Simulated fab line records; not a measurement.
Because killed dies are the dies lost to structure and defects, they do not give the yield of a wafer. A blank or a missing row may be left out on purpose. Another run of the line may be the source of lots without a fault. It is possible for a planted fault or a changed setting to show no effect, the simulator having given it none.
fab line records	flow gf180mcu
record: lots: 24	wafers: 72	lastDay: 34
route steps=602 shown HV_LDD@228 M3@413 V3@452 V4@477 PASSIVATION@598
lots untouched by any fault: they come from a run of this same line in which no faults occurred
startH: start of the lot's first displayed wafer, in hours after the record's first day	waitH: hours since the lot's step before	" same as the row above	L1.1+2: one row covering several wafers at once	- no value, or no start was given	* or withheld: withheld	< > ~ a bound
route shown NAME@n: NAME is a module with steps in the file, n the number in the route of the first one	usual: mean and standard deviation over wafers with no fault	same: alike in all rows	chamber/n: place in a boat	sites: readings site by site	_std_site: standard deviation across them	_edge_site: the outer-site mean with the inner-site mean subtracted	radiusMm: how far each site lies from the wafer's centre	mask NAME#n: copy n	behind: the tool/chamber that last shaped the wafer	hold: what put the lot on hold/how long, in hours/how the hold closed	device: which transistor (n, p or np) failed to switch	end of line: tests run on the same wafers once the route is complete	a step without rows: its recipe alone	killed: not the wafer's yield, but the dies lost to structure and defects at the first sort	map: dies across one wafer; x = killed, . = not, _ = none there
set.NAME: the setting as run; set.NAME@STEP: as run at that earlier step	model.NAME: the simulator's own value behind a step, which no gauge read
a sample of lots followed through the steps of the route, with each step as a table and each wafer as a row
services: a tool's chamber out of use, with start hour (startH, from the record's first day; less than 0 if before it), hours out, and reason
== steps ==
step: GF_HV_LDD_RTA_52
recipe: tempC: 1000	timeS: 10	ambient: N2
usual: lampPowerPct: 32.6/2.4	wafer_temp_C_max: 1004.1/1.9
same: timeS: 10
lot.wafer	tool	chamber	startH	waitH	lampPowerPct	wafer_temp_C_max
L074.3	rtpAnneal-01	0	278.99	0.0	35.1	1002.3
L074.4	"	0	"	"	35.2	1002.1
L074.5	"	0	"	"	35.1	1003.4
L075.2	rtpAnneal-02	0	289.24	0.0	30.4	1006.9
L075.4	"	0	"	"	30.4	1005.8
L075.6	"	0	"	"	30.4	1005.7
L077.1	rtpAnneal-01	0	303.40	0.0	35.1	1001.8
L077.3	"	0	"	"	35.2	1001.9
L077.5	"	0	"	"	35.1	1003.4
L076.1	rtpAnneal-02	0	304.80	0.0	30.4	1004.5
L076.2	"	0	"	"	30.4	1006.0
L076.4	"	0	"	"	30.4	1006.1
L078.2	rtpAnneal-01	0	311.07	0.0	35.1	1002.6
L078.3	"	0	"	"	35.1	1002.7
L078.5	"	0	"	"	35.2	1002.4
L079.1	rtpAnneal-02	0	322.80	0.0	30.4	1004.4
L079.4	"	0	"	"	30.4	1005.3
L079.6	"	0	"	"	30.4	1005.8
L080.1	rtpAnneal-02	0	324.08	0.0	30.4	1005.3
L080.2	"	0	"	"	30.4	1005.2
L080.4	"	0	"	"	30.4	1003.4
L081.2	rtpAnneal-02	0	336.81	0.0	30.4	1008.2
L081.3	"	0	"	"	30.4	1005.4
L081.4	"	0	"	"	30.4	1004.9
L082.1	rtpAnneal-02	0	353.60	0.0	30.5	1007.1
L082.4	"	0	"	"	30.4	1007.6
L082.6	"	0	"	"	30.5	1005.4
L084.1	rtpAnneal-02	0	353.72	0.0	30.4	1005.4
L084.5	"	0	"	"	30.4	1005.1
L084.6	"	0	"	"	30.4	1005.1
L083.3	rtpAnneal-02	0	354.04	0.0	30.4	1005.6
L083.4	"	0	"	"	30.4	1003.1
L083.6	"	0	"	"	30.5	1007.2
L085.1	rtpAnneal-02	0	367.70	0.0	30.4	1005.6
L085.2	"	0	"	"	30.4	1007.8
L085.4	"	0	"	"	30.4	1005.3
L086.2	rtpAnneal-01	0	368.23	0.0	35.1	1001.6
L086.3	"	0	"	"	35.1	1002.5
L086.4	"	0	"	"	35.1	1002.3
L087.1	rtpAnneal-02	0	390.00	0.0	30.4	1004.6
L087.2	"	0	"	"	30.4	1006.3
L087.5	"	0	"	"	30.4	1005.8
L088.1	rtpAnneal-01	0	390.31	0.0	35.2	1002.6
L088.2	"	0	"	"	35.1	1002.0
L088.5	"	0	"	"	35.1	1001.7
L089.3	rtpAnneal-02	0	403.14	0.0	30.4	1005.1
L089.4	"	0	"	"	30.4	1006.2
L089.6	"	0	"	"	30.4	1003.3
L090.4	rtpAnneal-01	0	403.43	0.0	35.1	1001.7
L090.5	"	0	"	"	35.1	1002.5
L090.6	"	0	"	"	35.1	1001.8
L091.2	rtpAnneal-01	0	409.53	0.0	35.1	1003.8
L091.4	"	0	"	"	35.1	1003.2
L091.5	"	0	"	"	35.2	1003.6
L092.3	rtpAnneal-01	0	417.42	0.0	35.1	1002.7
L092.4	"	0	"	"	35.2	1002.5
L092.5	"	0	"	"	35.1	1002.2
L094.2	rtpAnneal-01	0	426.97	0.0	35.1	1003.3
L094.3	"	0	"	"	35.1	1001.3
L094.5	"	0	"	"	35.1	1002.3
L093.3	rtpAnneal-01	0	427.62	0.0	35.1	1002.9
L093.5	"	0	"	"	35.1	1001.0
L093.6	"	0	"	"	35.1	1002.2
L095.1	rtpAnneal-02	0	436.90	0.0	30.4	1005.6
L095.2	"	0	"	"	30.4	1007.0
L095.3	"	0	"	"	30.4	1004.2
L096.2	rtpAnneal-02	0	447.92	0.0	30.4	1005.0
L096.5	"	0	"	"	30.4	1004.6
L096.6	"	0	"	"	30.4	1005.0
L097.2	rtpAnneal-01	0	448.61	0.0	35.2	1001.7
L097.4	"	0	"	"	35.1	1003.0
L097.6	"	0	"	"	35.1	1001.8
step: GF_M3_SPUTTER_04
recipe: material: TiN	targetThkNm: 50	powerW: 6500	timeS: 41.7	chamberPressurePa: 0.4
usual: throttleValvePct: 29.8/1.4
same: timeS: 41.7
lot.wafer	tool	chamber	startH	waitH	throttleValvePct
L074.3	pvdSputter-01	-	465.63	0.0	31.5
L074.4	"	-	"	"	27.5
L074.5	"	-	"	"	29.9
L075.2	pvdSputter-01	-	482.59	0.0	27.6
L075.4	"	-	"	"	30.1
L075.6	"	-	"	"	31.7
L077.1	pvdSputter-04	-	499.23	0.0	31.6
L077.3	"	-	"	"	27.9
L077.5	"	-	"	"	27.7
L076.1	pvdSputter-02	-	499.53	0.0	30.6
L076.2	"	-	"	"	30.0
L076.4	"	-	"	"	29.8
L078.2	pvdSputter-02	-	508.16	0.0	29.7
L078.3	"	-	"	"	30.3
L078.5	"	-	"	"	29.1
L079.1	pvdSputter-04	-	521.54	0.0	27.4
L079.4	"	-	"	"	30.4
L079.6	"	-	"	"	27.9
L080.1	pvdSputter-02	-	522.29	0.0	29.8
L080.2	"	-	"	"	30.5
L080.4	"	-	"	"	29.3
L081.2	pvdSputter-04	-	535.01	0.0	28.8
L081.3	"	-	"	"	32.0
L081.4	"	-	"	"	30.2
L082.1	pvdSputter-04	-	550.98	0.0	28.9
L082.4	"	-	"	"	27.6
L082.6	"	-	"	"	27.8
L084.1	pvdSputter-02	-	552.33	0.0	29.4
L084.5	"	-	"	"	31.0
L084.6	"	-	"	"	30.3
L083.3	pvdSputter-04	-	552.98	0.0	28.9
L083.4	"	-	"	"	30.1
L083.6	"	-	"	"	31.6
L085.1	pvdSputter-01	-	565.44	0.0	27.5
L085.2	"	-	"	"	29.8
L085.4	"	-	"	"	29.9
L086.2	pvdSputter-04	-	567.52	0.0	29.0
L086.3	"	-	"	"	27.7
L086.4	"	-	"	"	30.3
L087.1	pvdSputter-04	-	586.77	0.0	31.6
L087.2	"	-	"	"	27.6
L087.5	"	-	"	"	28.5
L088.1	pvdSputter-02	-	588.24	0.0	29.8
L088.2	"	-	"	"	29.0
L088.5	"	-	"	"	30.1
L089.3	pvdSputter-01	-	599.63	0.0	30.1
L089.4	"	-	"	"	27.3
L089.6	"	-	"	"	27.5
L090.4	pvdSputter-01	-	600.58	0.0	30.4
L090.5	"	-	"	"	31.4
L090.6	"	-	"	"	29.9
L091.2	pvdSputter-04	-	604.34	0.0	30.1
L091.4	"	-	"	"	31.6
L091.5	"	-	"	"	28.9
L092.3	pvdSputter-04	-	611.30	0.0	30.1
L092.4	"	-	"	"	31.8
L092.5	"	-	"	"	30.2
L094.2	pvdSputter-02	-	621.61	0.0	30.9
L094.3	"	-	"	"	30.5
L094.5	"	-	"	"	30.5
L093.3	pvdSputter-01	-	625.34	0.0	27.7
L093.5	"	-	"	"	31.8
L093.6	"	-	"	"	27.6
L095.1	pvdSputter-02	-	627.91	0.0	29.9
L095.2	"	-	"	"	30.4
L095.3	"	-	"	"	30.9
L096.2	pvdSputter-04	-	637.39	0.0	27.8
L096.5	"	-	"	"	31.7
L096.6	"	-	"	"	30.2
L097.2	pvdSputter-01	-	638.84	0.0	27.4
L097.4	"	-	"	"	31.5
L097.6	"	-	"	"	27.3
step: GF_V3_CVD_23
recipe: material: W	targetThkNm: 350	timeS: 104.9	tempC: 400	pressureTorr: 40
usual: heaterPowerW: 791/44
same: timeS: 104.9
lot.wafer	tool	chamber	startH	waitH	heaterPowerW
L074.3	cvdW-01	1	514.53	0.1	820
L074.4	"	0	"	"	736
L074.5	"	1	"	"	814
L075.2	cvdW-01	1	532.50	0.1	819
L075.4	"	1	"	"	831
L075.6	"	1	"	"	808
L077.1	cvdW-01	1	546.64	0.0	820
L077.3	"	1	"	"	835
L077.5	"	1	"	"	823
L076.1	cvdW-01	1	548.12	0.0	846
L076.2	"	0	"	"	734
L076.4	"	0	"	"	741
L078.2	cvdW-01	1	556.25	0.0	815
L078.3	"	1	"	"	809
L078.5	"	1	"	"	808
L079.1	cvdW-02	1	567.93	0.0	832
L079.4	"	0	"	"	768
L079.6	"	0	"	"	754
L080.1	cvdW-01	0	569.03	0.0	735
L080.2	"	1	"	"	830
L080.4	"	1	"	"	825
L081.2	cvdW-02	1	582.62	0.0	831
L081.3	"	1	"	"	819
L081.4	"	0	"	"	747
L082.1	cvdW-02	0	597.43	0.0	751
L082.4	"	1	"	"	827
L082.6	"	1	"	"	823
L084.1	cvdW-01	1	597.56	0.0	801
L084.5	"	0	"	"	754
L084.6	"	1	"	"	813
L083.3	cvdW-01	1	599.39	0.1	842
L083.4	"	0	"	"	748
L083.6	"	0	"	"	748
L085.1	cvdW-02	0	609.10	0.0	764
L085.2	"	1	"	"	832
L085.4	"	1	"	"	834
L086.2	cvdW-02	0	611.51	0.0	769
L086.3	"	1	"	"	853
L086.4	"	0	"	"	753
L087.1	cvdW-01	0	629.78	0.0	707
L087.2	"	1	"	"	821
L087.5	"	0	"	"	726
L088.1	cvdW-01	0	631.16	0.0	739
L088.2	"	1	"	"	835
L088.5	"	1	"	"	825
L089.3	cvdW-01	1	641.63	0.1	838
L089.4	"	0	"	"	736
L089.6	"	1	"	"	833
L090.4	cvdW-02	1	644.13	0.1	836
L090.5	"	0	"	"	755
L090.6	"	1	"	"	836
L091.2	cvdW-01	0	647.26	0.0	729
L091.4	"	1	"	"	814
L091.5	"	1	"	"	818
L092.3	cvdW-02	0	653.34	0.1	756
L092.4	"	1	"	"	847
L092.5	"	0	"	"	764
L094.2	cvdW-01	1	662.45	0.0	844
L094.3	"	1	"	"	845
L094.5	"	0	"	"	730
L093.3	cvdW-02	0	667.45	0.1	795
L093.5	"	0	"	"	762
L093.6	"	1	"	"	836
L095.1	cvdW-02	1	670.30	0.0	850
L095.2	"	0	"	"	793
L095.3	"	1	"	"	845
L096.2	cvdW-02	1	678.36	0.0	856
L096.5	"	0	"	"	777
L096.6	"	1	"	"	835
L097.2	cvdW-01	0	679.82	0.0	735
L097.4	"	1	"	"	823
L097.6	"	1	"	"	835
step: GF_V4_THK_MEAS_01
recipe: reads: SiO2_of_V4_CVD_00
usual: V4_CVD_00_THK: 600/7
lot.wafer	tool	chamber	startH	waitH	V4_CVD_00_THK[nm]
L074.3	filmMetro-04	-	538.80	0.1	606
L074.4	"	-	"	"	605
L074.5	"	-	"	"	601
L075.2	filmMetro-04	-	557.48	0.0	594
L075.4	"	-	"	"	589
L075.6	"	-	"	"	589
L077.1	filmMetro-01	-	569.75	0.0	597
L077.3	"	-	"	"	600
L077.5	"	-	"	"	603
L076.1	filmMetro-01	-	571.92	0.0	604
L076.2	"	-	"	"	607
L076.4	"	-	"	"	603
L078.2	filmMetro-04	-	579.89	0.0	603
L078.3	"	-	"	"	605
L078.5	"	-	"	"	592
L079.1	filmMetro-01	-	591.24	0.0	598
L079.4	"	-	"	"	611
L079.6	"	-	"	"	602
L080.1	filmMetro-01	-	591.40	0.0	589
L080.2	"	-	"	"	602
L080.4	"	-	"	"	588
L081.2	filmMetro-04	-	605.51	0.0	609
L081.3	"	-	"	"	603
L081.4	"	-	"	"	603
L082.1	filmMetro-04	-	619.42	0.0	611
L082.4	"	-	"	"	601
L082.6	"	-	"	"	613
L084.1	filmMetro-01	-	619.46	0.0	603
L084.5	"	-	"	"	611
L084.6	"	-	"	"	594
L083.3	filmMetro-04	-	622.12	0.1	606
L083.4	"	-	"	"	594
L083.6	"	-	"	"	604
L085.1	filmMetro-01	-	631.22	0.0	601
L085.2	"	-	"	"	590
L085.4	"	-	"	"	587
L086.2	filmMetro-04	-	633.55	0.0	616
L086.3	"	-	"	"	599
L086.4	"	-	"	"	607
L087.1	filmMetro-04	-	650.72	0.0	596
L087.2	"	-	"	"	600
L087.5	"	-	"	"	597
L088.1	filmMetro-01	-	652.39	0.0	605
L088.2	"	-	"	"	606
L088.5	"	-	"	"	609
L089.3	filmMetro-04	-	663.10	0.1	613
L089.4	"	-	"	"	599
L089.6	"	-	"	"	609
L090.4	filmMetro-03	-	665.59	0.0	589
L090.5	"	-	"	"	590
L090.6	"	-	"	"	595
L091.2	filmMetro-01	-	668.36	0.0	593
L091.4	"	-	"	"	606
L091.5	"	-	"	"	606
L092.3	filmMetro-04	-	674.60	0.1	602
L092.4	"	-	"	"	602
L092.5	"	-	"	"	605
L094.2	filmMetro-03	-	682.89	0.0	595
L094.3	"	-	"	"	596
L094.5	"	-	"	"	597
L093.3	filmMetro-03	-	688.02	0.1	609
L093.5	"	-	"	"	598
L093.6	"	-	"	"	602
L095.1	filmMetro-01	-	690.42	0.0	582
L095.2	"	-	"	"	596
L095.3	"	-	"	"	597
L096.2	filmMetro-01	-	699.11	0.0	605
L096.5	"	-	"	"	600
L096.6	"	-	"	"	609
L097.2	filmMetro-01	-	700.75	0.1	585
L097.4	"	-	"	"	591
L097.6	"	-	"	"	593
step: GF_V4_CMP_26
recipe: stopOn: SiO2	downForcePsi: 3.5	platenRpm: 60	tOverpolishS: 15	targetThkNm: 0	padVelocityMS: 0.94248
usual: edgeZonePressureFrac: 1.000/0.0051	motorCurrentA: 10.9/1	overpolishRunS: 15.000/0.0091	timeToEndpointS: 86/3.7
lot.wafer	tool	chamber	startH	waitH	edgeZonePressureFrac	motorCurrentA	overpolishRunS	timeToEndpointS
L074.3	cmp-01	3	563.26	0.0	1.006	11.1	14.994	85
L074.4	"	1	"	"	0.998	10.5	15.001	91
L074.5	"	3	"	"	0.991	11.8	15.004	93
L075.2	cmp-01	3	580.94	0.1	1.003	11.3	14.996	90
L075.4	"	1	"	"	1.000	10.0	15.003	98
L075.6	"	3	"	"	0.996	11.3	15.002	86
L077.3	cmp-01	1	593.03	0.1	1.000	10.4	15.002	88
L077.1	"	2	"	"	0.999	9.7	14.987	81
L077.5	"	1	"	"	1.008	10.8	14.981	89
L076.1	cmp-02	2	595.58	0.1	1.003	12.5	14.992	85
L076.4	"	0	"	"	0.996	10.5	14.996	86
L076.2	"	1	"	"	0.998	10.7	15.018	85
L078.3	cmp-02	0	602.40	0.0	0.991	10.5	15.003	86
L078.2	"	1	"	"	1.003	11.0	15.002	86
L078.5	"	0	"	"	1.004	10.5	14.991	90
L079.1	cmp-01	2	613.70	0.1	0.991	9.4	14.996	88
L079.4	"	3	"	"	0.994	11.4	15.003	93
L079.6	"	0	"	"	1.001	9.8	15.004	91
L080.1	cmp-02	1	614.27	0.1	0.996	11.2	14.996	83
L080.4	"	2	"	"	0.994	13.0	14.986	86
L080.2	"	3	"	"	1.000	12.3	15.014	82
L081.4	cmp-02	1	626.60	0.1	0.999	10.3	14.983	83
L081.3	"	2	"	"	0.999	12.2	14.994	81
L081.2	"	3	"	"	1.001	11.7	15.000	81
L082.1	cmp-02	3	640.86	0.1	1.001	12.2	15.003	81
L082.4	"	0	"	"	1.002	10.9	15.004	88
L082.6	"	3	"	"	1.006	12.6	14.991	79
L084.1	cmp-01	2	641.15	0.2	1.002	9.7	14.995	82
L084.5	"	3	"	"	0.993	11.2	15.003	81
L084.6	"	0	"	"	0.999	9.8	14.993	81
L083.4	cmp-02	1	643.60	0.1	0.997	11.8	14.997	84
L083.3	"	2	"	"	1.001	13.1	15.010	85
L083.6	"	0	"	"	0.988	10.8	14.996	86
L085.2	cmp-01	1	652.01	0.0	1.001	10.9	15.006	94
L085.4	"	3	"	"	0.994	11.4	14.988	85
L085.1	"	0	"	"	1.012	10.0	15.001	85
L086.3	cmp-02	1	654.65	0.1	1.000	11.3	15.005	83
L086.2	"	2	"	"	0.996	12.5	15.003	82
L086.4	"	3	"	"	0.998	12.3	15.018	80
L087.1	cmp-02	1	671.81	0.1	1.003	11.8	15.006	80
L087.2	"	3	"	"	1.010	12.3	15.008	78
L087.5	"	1	"	"	0.999	10.8	15.005	79
L088.2	cmp-02	3	672.97	0.0	1.000	12.2	14.999	80
L088.1	"	0	"	"	1.007	10.3	15.004	87
L088.5	"	0	"	"	1.002	9.8	15.000	85
L089.4	cmp-01	1	683.70	0.0	0.994	10.9	15.002	90
L089.3	"	2	"	"	0.992	9.7	14.978	86
L089.6	"	2	"	"	0.993	9.5	14.996	82
L090.4	cmp-02	3	687.03	0.2	0.993	12.7	15.009	87
L090.5	"	0	"	"	0.994	10.7	15.006	92
L090.6	"	1	"	"	1.003	10.8	15.006	87
L091.2	cmp-02	0	689.57	0.1	0.999	10.8	14.994	88
L091.4	"	1	"	"	0.988	10.9	15.007	89
L091.5	"	3	"	"	1.001	12.2	14.988	87
L092.3	cmp-01	2	695.07	0.0	1.006	10.0	15.003	84
L092.4	"	1	"	"	0.999	11.7	15.015	90
L092.5	"	3	"	"	0.997	11.5	14.999	87
L094.3	cmp-01	0	703.99	0.1	1.000	9.6	14.998	92
L094.2	"	1	"	"	0.995	10.4	15.000	96
L094.5	"	1	"	"	0.991	11.0	14.993	92
L093.3	cmp-02	3	708.75	0.2	1.006	12.3	15.003	85
L093.5	"	0	"	"	0.994	10.3	15.006	91
L093.6	"	1	"	"	1.001	11.2	14.992	87
L095.3	cmp-01	1	710.26	0.0	0.998	10.6	15.012	89
L095.1	"	3	"	"	1.002	11.9	14.994	83
L095.2	"	0	"	"	1.003	9.5	15.020	87
L096.2	cmp-01	0	718.49	0.1	0.993	9.7	15.002	89
L096.5	"	2	"	"	0.996	9.5	15.007	87
L096.6	"	3	"	"	1.004	11.7	14.987	82
L097.4	cmp-01	2	720.55	0.0	1.007	9.4	15.004	84
L097.2	"	1	"	"	1.008	10.5	15.008	91
L097.6	"	3	"	"	1.001	11.8	15.000	89
step: GF_PASSIVATION_ETCH_11
recipe: chemistry: CF4/O2	targetDepthNm: 2040	stopOn: TiN	sourceW: 800	biasW: 150	pressureMtorr: 150	cf4FlowSccm: 80	O2_flow_sccm: 10	timeS: 453.3
usual: O2_flow_sccm: 9.997/0.029	drypumpMotorCurrentA: 5.7/0.47	oesProductAu: 0.989/0.0061	throttleValvePct: 5.966/0.0086
same: timeS: 453.3
lot.wafer	tool	chamber	startH	waitH	O2_flow_sccm	drypumpMotorCurrentA	oesProductAu	rfHoursCounterH	throttleValvePct
L074.3	rieDiel-04	1	669.93	-	10.026	5.5	0.983	1	5.963
L074.4	"	0	"	"	10.009	6.1	0.987	56	5.971
L074.5	"	3	"	"	9.986	5.8	0.991	-	5.969
L075.2	rieDiel-02	2	685.34	-	10.001	6.6	0.996	6	5.955
L075.4	"	0	"	"	10.020	4.9	0.987	4	5.970
L075.6	"	2	"	"	9.981	6.6	0.999	-	5.963
L077.1	rieDiel-02	0	697.33	-	9.924	4.9	0.988	5	5.968
L077.3	"	2	"	"	9.980	6.6	0.997	7	5.980
L077.5	"	0	"	"	9.998	4.9	0.986	-	5.951
L076.1	rieDiel-04	2	697.73	-	9.978	5.5	0.984	25	5.979
L076.2	"	1	"	"	9.972	5.5	0.988	2	5.965
L076.4	"	3	"	"	10.014	5.8	0.982	3	5.955
L078.2	rieDiel-02	3	705.93	-	9.993	6.1	0.984	24	5.978
L078.3	"	0	"	"	10.054	4.9	0.983	5	5.963
L078.5	"	2	"	"	10.008	6.6	0.995	-	5.959
L079.1	rieDiel-03	0	715.53	-	10.008	6.0	0.995	7	5.966
L079.4	"	2	"	"	9.963	5.8	0.987	39	5.966
L079.6	"	0	"	"	10.009	6.0	0.994	-	5.975
L080.1	rieDiel-04	3	715.84	-	9.979	5.8	0.988	4	5.964
L080.2	"	2	"	"	9.947	5.5	0.983	26	5.978
L080.4	"	2	"	"	10.024	5.4	0.996	-	5.952
L081.2	rieDiel-02	2	728.28	-	9.990	6.6	0.996	8	5.973
L081.3	"	0	"	"	9.972	4.9	0.994	6	5.983
L081.4	"	3	"	"	9.972	6.1	0.988	25	5.971
L082.1	rieDiel-04	2	738.84	-	9.998	5.5	0.990	27	5.968
L082.4	"	1	"	"	10.011	5.5	0.995	4	5.964
L082.6	"	3	"	"	9.999	5.8	0.992	-	5.960
L084.1	rieDiel-02	1	739.63	-	9.968	5.4	0.989	31	5.970
L084.5	"	1	"	"	9.947	5.4	0.990	-	5.977
L084.6	"	3	"	"	10.042	6.1	0.980	-	5.963
L083.3	rieDiel-04	2	742.18	-	10.012	5.5	0.982	27	5.977
L083.4	"	1	"	"	9.992	5.5	0.983	4	5.965
L083.6	"	2	"	"	9.998	5.5	0.982	-	5.967
L085.1	rieDiel-04	1	748.73	-	10.032	5.5	0.988	4	5.967
L085.2	"	0	"	"	10.004	6.0	0.980	1	5.948
L085.4	"	3	"	"	9.982	5.8	0.990	6	5.949
L086.2	rieDiel-03	2	751.93	-	10.033	5.8	0.988	40	5.963
L086.3	"	0	"	"	10.001	6.0	0.986	9	5.960
L086.4	"	3	"	"	9.975	5.0	0.991	11	5.964
L088.1	rieDiel-03	0	766.69	-	9.993	6.0	0.998	9	5.970
L088.2	"	2	"	"	10.052	5.8	0.992	41	5.972
L088.5	"	1	"	"	10.042	6.1	0.986	-	5.979
L087.1	rieDiel-02	0	767.04	-	10.005	4.9	0.994	8	5.988
L087.2	"	1	"	"	9.990	5.4	0.993	32	5.963
L087.5	"	0	"	"	9.945	4.9	0.997	-	5.964
L089.3	rieDiel-04	2	776.82	-	9.986	5.5	0.976	29	5.961
L089.4	"	3	"	"	9.989	5.8	0.992	7	5.966
L089.6	"	0	"	"	10.030	6.1	0.993	-	5.966
L090.4	rieDiel-02	1	778.99	-	9.992	5.4	0.990	33	5.960
L090.5	"	3	"	"	10.004	6.1	0.982	-	5.959
L090.6	"	2	"	"	9.985	6.6	0.991	-	5.967
L091.2	rieDiel-03	2	780.57	-	9.964	5.8	0.988	41	5.961
L091.4	"	1	"	"	9.922	6.1	0.978	-	5.968
L091.5	"	2	"	"	9.981	5.8	0.993	-	5.957
L092.3	rieDiel-04	3	786.82	-	10.008	5.8	0.980	8	5.969
L092.4	"	0	"	"	10.012	6.1	0.974	3	5.958
L092.5	"	1	"	"	10.016	5.6	0.970	-	5.956
L094.2	rieDiel-02	2	791.92	-	9.975	6.6	1.001	12	5.969
L094.3	"	1	"	"	9.930	5.4	0.992	34	5.962
L094.5	"	1	"	"	9.971	5.4	0.987	-	5.965
L093.3	rieDiel-02	3	796.04	-	9.973	6.1	0.983	29	5.966
L093.5	"	2	"	"	10.026	6.6	1.002	-	5.977
L093.6	"	1	"	"	10.014	5.4	0.988	-	5.969
L095.1	rieDiel-04	1	799.38	-	9.979	5.5	0.985	7	5.967
L095.2	"	2	"	"	10.016	5.5	0.985	30	5.977
L095.3	"	0	"	"	9.972	6.1	0.976	3	5.975
L096.2	rieDiel-04	1	806.82	-	9.986	5.6	0.980	7	5.988
L096.5	"	1	"	"	9.962	5.5	0.984	-	5.971
L096.6	"	0	"	"	9.939	6.1	0.982	-	5.963
L097.2	rieDiel-03	2	807.18	-	10.013	5.8	0.993	43	5.972
L097.4	"	3	"	"	9.996	5.0	0.996	14	5.977
L097.6	"	0	"	"	9.977	6.0	0.992	-	5.954
== services ==
tool	chamber	startH	hours	kind
cvdW-01	-	259.03	4.3	pm
cmp-01	-	260.87	2.5	repair
rtpAnneal-02	-	266.85	1.2	pm
cmp-01	-	284.95	3.4	repair
cmp-02	-	294.63	1.8	repair
cmp-01	-	297.09	0.3	repair
cmp-02	-	298.84	1.8	repair
rtpAnneal-02	-	308.67	3.4	pm
cmp-01	-	314.90	0.3	repair
cmp-01	-	329.12	0.6	repair
cmp-02	-	340.37	2.0	repair
cmp-02	-	346.85	0.2	repair
cmp-02	-	384.17	0.2	repair
cvdW-01	-	386.50	2.8	pm
cvdW-01	-	390.00	14.0	pm
cvdW-01	1	391.44	2.6	repair
cmp-02	-	404.25	4.0	pm
cmp-02	-	428.88	0.3	repair
cmp-01	-	431.62	1.0	repair
cmp-01	-	448.92	0.7	repair
cvdW-01	0	527.99	5.7	repair
cvdW-01	-	659.63	0.8	repair
cvdW-01	-	663.34	0.8	repair
cvdW-01	-	781.26	1.2	repair
== key ==
fault none
